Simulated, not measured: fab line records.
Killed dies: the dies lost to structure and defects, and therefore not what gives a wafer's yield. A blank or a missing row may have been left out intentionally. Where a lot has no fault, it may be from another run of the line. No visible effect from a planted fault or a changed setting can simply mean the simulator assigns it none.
Chamber matching	flow sky130	rie_diel-02 running SKY_VIA2_ETCH_15: 4 sister chambers
The step etches SiO2 in C4F8/O2/Ar, stops on TiN, target depth 546 nm, time 84 s. 4 wafers are shown with their chamber, then 8 later ones without.

== WAFERS PAIRED WITH THEIR CHAMBERS ==
wafer	chamber	oes_product_au (a.u.)
L078.2	0	0.942
L085.2	3	0.945
L085.4	1	0.941
L087.2	2	0.941

== WAFERS WHOSE CHAMBER IS MISSING ==
wafer	oes_product_au (a.u.)
L087.3	0.937
L087.6	0.932
L090.1	0.932
L090.3	0.941
L090.6	0.935
L094.1	0.943
L094.4	0.932
L094.5	0.940

== THE CHAMBER EACH PASSED THROUGH ==
wafer	from the rows above	in truth
L087.3	can't be placed: 1 or 2 or 0 or 3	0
L087.6	can't be placed: 1 or 2 or 0 or 3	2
L090.1	can't be placed: 1 or 2 or 0 or 3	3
L090.3	can't be placed: 1 or 2 or 0 or 3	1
L090.6	can't be placed: 1 or 2 or 0 or 3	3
L094.1	can't be placed: 0 or 1 or 2 or 3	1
L094.4	can't be placed: 1 or 2 or 0 or 3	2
L094.5	can't be placed: 1 or 2 or 0 or 3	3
Placed correctly: 0 of 8. Unplaceable from these rows: 8, with the true chamber sitting among the candidates in 8. Placed wrongly: 0.
How it was worked out, from the rows above alone: a wafer's distance from a chamber is the root of the sum, over the readings, of the square of ((its reading less the chamber's mean) divided by the reading's scatter). The wafer belongs to the nearest chamber; if the next one is less than 2 further off, it can't be placed. For every chamber, the mean is computed from those of its wafers that are shown. The scatter: with one shown wafer a chamber, the root of the mean of the squares of how far each hidden wafer lies from its nearest shown one.
